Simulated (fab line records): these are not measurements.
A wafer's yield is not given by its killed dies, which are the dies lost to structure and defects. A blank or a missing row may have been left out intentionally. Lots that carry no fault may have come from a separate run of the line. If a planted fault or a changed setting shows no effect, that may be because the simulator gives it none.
fab line records    flow sky130    part 2 of 2: steps 26 to 34 of 34
record: lots: 5  wafers: 15  lastDay: 49
route steps=708 shown PWDE@52 NWELL@56 VT_ADJUST_HVTP@85
lots with no fault: from the same line, run without faults
startH: hours from the record's opening day to when the first of the lot's shown wafers began    waitH: time in hours since the lot's previous step    " same as the row above    L1.1+2: a single row standing in for several wafers    - no value, or no start given    * or withheld: withheld    < > ~ a bound
route shown NAME@n: a module of which the file shows steps, and the number in the route of the first    usual: average and standard deviation across the fault-free wafers    same: alike in all rows    chamber/n: place in a boat    sites: each site's reading    _std_site: the standard deviation of these    _edge_site: outer sites' mean less inner sites'    radiusMm: how far each site lies from the wafer's centre    mask NAME#n: copy n    behind: the last tool/chamber to shape the wafer    hold: cause of the lot's hold/its duration in hours/its outcome    device: the n, p or np transistor that did not switch    end of line: tests run on the same wafers once the route is complete    for a step that has no rows: nothing shown but its recipe    killed: count of dies lost to structure and defects at first sort (not the wafer's yield)    map: a wafer's dies, marking killed ones x, the rest . and places with no die _
set.NAME: the setting that was run; set.NAME@STEP: the one run at that earlier step    model.NAME: the simulator's own value behind a step, which no gauge read
a table for each step, a row for each wafer; lots at some steps of the route
services: when a tool's chamber went out of use (startH, in hours from the record's first day, below 0 if earlier), for how many hours, and the reason
== steps ==
step: SKY_NWELL_IMPLANT_24
recipe: species: B  energyKev: 140  doseCm2: 9.2e+12  tiltDeg: withheld
usual: doseIonsCm2: 9.199e+12/1.2e+10
lot.wafer  tool          chamber  startH  waitH  doseIonsCm2
L080.2     implanter-03  0        140.71  0.0    9.198e+12
L080.3     "             0        "       "      9.196e+12
L080.6     "             0        "       "      9.192e+12
L085.4     implanter-02  0        169.26  0.1    9.212e+12
L085.5     "             0        "       "      9.195e+12
L085.6     "             0        "       "      9.216e+12
L087.1     implanter-04  0        179.57  0.0    9.201e+12
L087.4     "             0        "       "      9.188e+12
L087.6     "             0        "       "      9.19e+12
L090.1     implanter-02  0        202.78  0.0    9.183e+12
L090.3     "             0        "       "      9.185e+12
L090.5     "             0        "       "      9.192e+12
L091.1     implanter-02  0        210.74  0.0    9.199e+12
L091.2     "             0        "       "      9.212e+12
L091.4     "             0        "       "      9.226e+12
step: SKY_NWELL_STRIP_25
recipe: chemistry: O2/N2  powerW: 1400  pressureMtorr: 1500  platenTempC: withheld  o2FlowSccm: 3000  n2FlowSccm: 300  overashFraction: 0.5
usual: drypumpMotorCurrentA: 5.8/0.51  oesProductAu: 0.723/0.0048  stripTimeToEndpointS: 36.94/0.096
lot.wafer  tool            chamber  startH  waitH  drypumpMotorCurrentA  oesProductAu  rfHoursCounterH  stripTimeToEndpointS
L080.2     plasmaAsher-01  0        140.83  0.1    5.7                   0.727         3                36.86
L080.3     "               0        "       "      5.7                   0.724         -                36.81
L080.6     "               0        "       "      5.7                   0.720         -                36.93
L085.4     plasmaAsher-01  0        169.37  0.1    5.7                   0.729         -                36.88
L085.5     "               1        "       "      6.5                   0.720         -                36.81
L085.6     "               0        "       "      5.7                   0.718         -                36.97
L087.1     plasmaAsher-01  1        179.72  0.1    6.5                   0.720         7                36.68
L087.4     "               1        "       "      6.5                   0.728         -                36.76
L087.6     "               1        "       "      6.5                   0.726         -                36.85
L090.1     plasmaAsher-04  0        202.93  0.1    6.2                   0.726         40               36.95
L090.3     "               1        "       "      5.2                   0.721         -                37.01
L090.5     "               0        "       "      6.3                   0.731         -                36.90
L091.1     plasmaAsher-02  1        210.89  0.1    5.5                   0.728         48               37.02
L091.2     "               0        "       "      5.2                   0.720         48               36.89
L091.4     "               1        "       "      5.5                   0.721         -                36.97
step: SKY_NWELL_TW_MEAS_26
usual: NWELL_2_TW: 498.5/2.3
lot.wafer  tool          chamber  startH  waitH  NWELL_2_TW
L080.2     filmMetro-01  -        140.94  0.1    499.3
L080.3     "             -        "       "      498.9
L080.6     "             -        "       "      497.2
L085.4     filmMetro-03  -        169.47  0.1    497.9
L085.5     "             -        "       "      501.1
L085.6     "             -        "       "      498.2
L087.1     filmMetro-03  -        179.82  0.1    499.7
L087.4     "             -        "       "      502.0
L087.6     "             -        "       "      503.1
L090.1     filmMetro-02  -        203.03  0.1    495.9
L090.3     "             -        "       "      495.7
L090.5     "             -        "       "      496.1
L091.1     filmMetro-03  -        210.99  0.1    498.9
L091.2     "             -        "       "      499.7
L091.4     "             -        "       "      499.6
step: SKY_NWELL_CLEAN_27
recipe: chemistry: SC1/SC2  mix: 1:4:20  tempC: 70  timeS: 150  dry: n2Spin
lot.wafer   tool         chamber  startH  waitH
L080.2+3+6  wetBench-01  3        140.99  0.0
L085.4+5+6  wetBench-02  2        169.50  0.0
L087.1+4+6  wetBench-03  1        179.88  0.1
L090.1+3+5  wetBench-03  2        203.09  0.1
L091.1+2+4  wetBench-03  3        211.05  0.1
step: SKY_NWELL_RTA_28
recipe: tempC: 1050  timeS: 30  idleTempC: 650  rampUpCPerS: 150  rampDownCPerS: 90  ambient: N2
usual: lampPowerPct: 25.31/0.059  wafer_temp_C_max: 1055.0/1.1
lot.wafer  tool          chamber  startH  waitH  lampPowerPct  wafer_temp_C_max
L080.2     rtpAnneal-02  0        141.06  0.0    25.23         1053.6
L080.3     "             0        "       "      25.31         1055.8
L080.6     "             0        "       "      25.22         1054.8
L085.4     rtpAnneal-01  0        169.60  0.1    25.30         1053.6
L085.5     "             0        "       "      25.36         1054.9
L085.6     "             0        "       "      25.23         1055.8
L087.1     rtpAnneal-01  0        179.93  0.0    25.27         1053.2
L087.4     "             0        "       "      25.40         1054.6
L087.6     "             0        "       "      25.25         1054.7
L090.1     rtpAnneal-01  0        203.14  0.0    25.26         1056.2
L090.3     "             0        "       "      25.36         1055.5
L090.5     "             0        "       "      25.38         1054.6
L091.1     rtpAnneal-01  0        211.10  0.0    25.28         1054.2
L091.2     "             0        "       "      25.28         1059.4
L091.4     "             0        "       "      25.32         1053.7
step: SKY_NWELL_RS_MEAS_29
recipe: thkMeasGauge: four-point-probe
usual: NWELL_RS: 624.9/2
lot.wafer  tool          chamber  startH  waitH  NWELL_RS[ohm/sq]
L080.2     filmMetro-02  -        141.16  0.1    625.3
L080.3     "             -        "       "      622.9
L080.6     "             -        "       "      623.2
L085.4     filmMetro-01  -        169.71  0.1    627.0
L085.5     "             -        "       "      629.3
L085.6     "             -        "       "      628.6
L087.1     filmMetro-03  -        180.03  0.1    625.5
L087.4     "             -        "       "      622.8
L087.6     "             -        "       "      625.5
L090.1     filmMetro-01  -        203.24  0.1    624.1
L090.3     "             -        "       "      624.5
L090.5     "             -        "       "      625.8
L091.1     filmMetro-02  -        211.20  0.1    620.9
L091.2     "             -        "       "      620.6
L091.4     "             -        "       "      624.2
step: SKY_NWELL_RS_MEAS_31
recipe: thkMeasGauge: four-point-probe
usual: PWDE_RS: 5278/16
lot.wafer  tool          chamber  startH  waitH  PWDE_RS[ohm/sq]
L080.2     filmMetro-02  -        141.40  0.1    5265
L080.3     "             -        "       "      5275
L080.6     "             -        "       "      5283
L085.4     filmMetro-01  -        169.95  0.1    5294
L085.5     "             -        "       "      5296
L085.6     "             -        "       "      5304
L087.1     filmMetro-03  -        180.27  0.1    5277
L087.4     "             -        "       "      5277
L087.6     "             -        "       "      5290
L090.1     filmMetro-01  -        203.48  0.1    5287
L090.3     "             -        "       "      5284
L090.5     "             -        "       "      5289
L091.1     filmMetro-02  -        211.44  0.1    5295
L091.2     "             -        "       "      5303
L091.4     "             -        "       "      5290
step: SKY_VT_ADJUST_HVTP_DEHYDRATE_00
recipe: tempC: 200  timeS: 60
usual: chillPlateTempC: 22.99/0.11  plateTempC: 199.97/0.16
lot.wafer  tool           chamber  startH  waitH  chillPlateTempC  plateTempC
L080.2     lithoTrack-02  0        150.69  9.3    22.86            199.70
L080.3     "              0        "       "      22.86            199.70
L080.6     "              0        "       "      22.81            200.01
L085.4     lithoTrack-02  0        179.69  9.7    23.07            199.84
L085.5     "              0        "       "      23.11            199.97
L085.6     "              0        "       "      23.05            200.07
L087.1     lithoTrack-02  0        190.26  10.0   23.11            199.95
L087.4     "              0        "       "      23.10            199.74
L087.6     "              0        "       "      23.07            199.94
L090.1     lithoTrack-02  0        213.86  10.4   22.90            200.23
L090.3     "              0        "       "      23.01            200.22
L090.5     "              0        "       "      22.84            200.31
L091.1     lithoTrack-03  0        221.80  10.3   22.84            199.99
L091.2     "              0        "       "      22.87            200.05
L091.4     "              0        "       "      22.73            200.17
step: SKY_VT_ADJUST_HVTP_HMDS_01
recipe: primeTimeS: 60  primeTempC: 120
usual: chillPlateTempC: 23.00/0.12
lot.wafer  tool           chamber  startH  waitH  chillPlateTempC
L080.2     lithoTrack-02  0        150.84  0.1    22.82
L080.3     "              0        "       "      22.94
L080.6     "              0        "       "      22.79
L085.4     lithoTrack-02  0        179.84  0.1    23.02
L085.5     "              0        "       "      23.12
L085.6     "              0        "       "      23.03
L087.1     lithoTrack-02  0        190.41  0.1    22.96
L087.4     "              0        "       "      22.90
L087.6     "              0        "       "      22.94
L090.1     lithoTrack-02  0        214.01  0.1    23.00
L090.3     "              0        "       "      23.17
L090.5     "              0        "       "      22.96
L091.1     lithoTrack-03  0        221.95  0.1    23.12
L091.2     "              0        "       "      23.18
L091.4     "              0        "       "      22.99
== services ==
tool             chamber  startH  hours  kind
implanter-02     -        82.08   4.9    pm
ilineStepper-02  -        83.44   1.7    pm
plasmaAsher-01   -        108.75  9.0    pm
plasmaAsher-01   0        108.75  9.0    ventCycle
plasmaAsher-01   1        108.75  9.0    ventCycle
plasmaAsher-01   0        117.75  -      clean
plasmaAsher-01   1        117.75  -      clean
wetBench-03      -        121.43  1.0    repair
plasmaAsher-02   -        126.81  15.6   pm
rtpAnneal-02     -        139.25  1.2    pm
implanter-04     -        149.88  2.0    repair
plasmaAsher-02   -        157.61  2.8    pm
plasmaAsher-02   -        160.36  28.1   pm
ilineStepper-01  -        161.86  1.7    pm
ilineStepper-02  -        167.94  8.9    pm
plasmaAsher-03   -        186.75  3.2    repair
rtpAnneal-01     -        196.65  5.4    pm
implanter-04     -        198.79  11.5   repair
plasmaAsher-02   -        213.69  0.7    repair
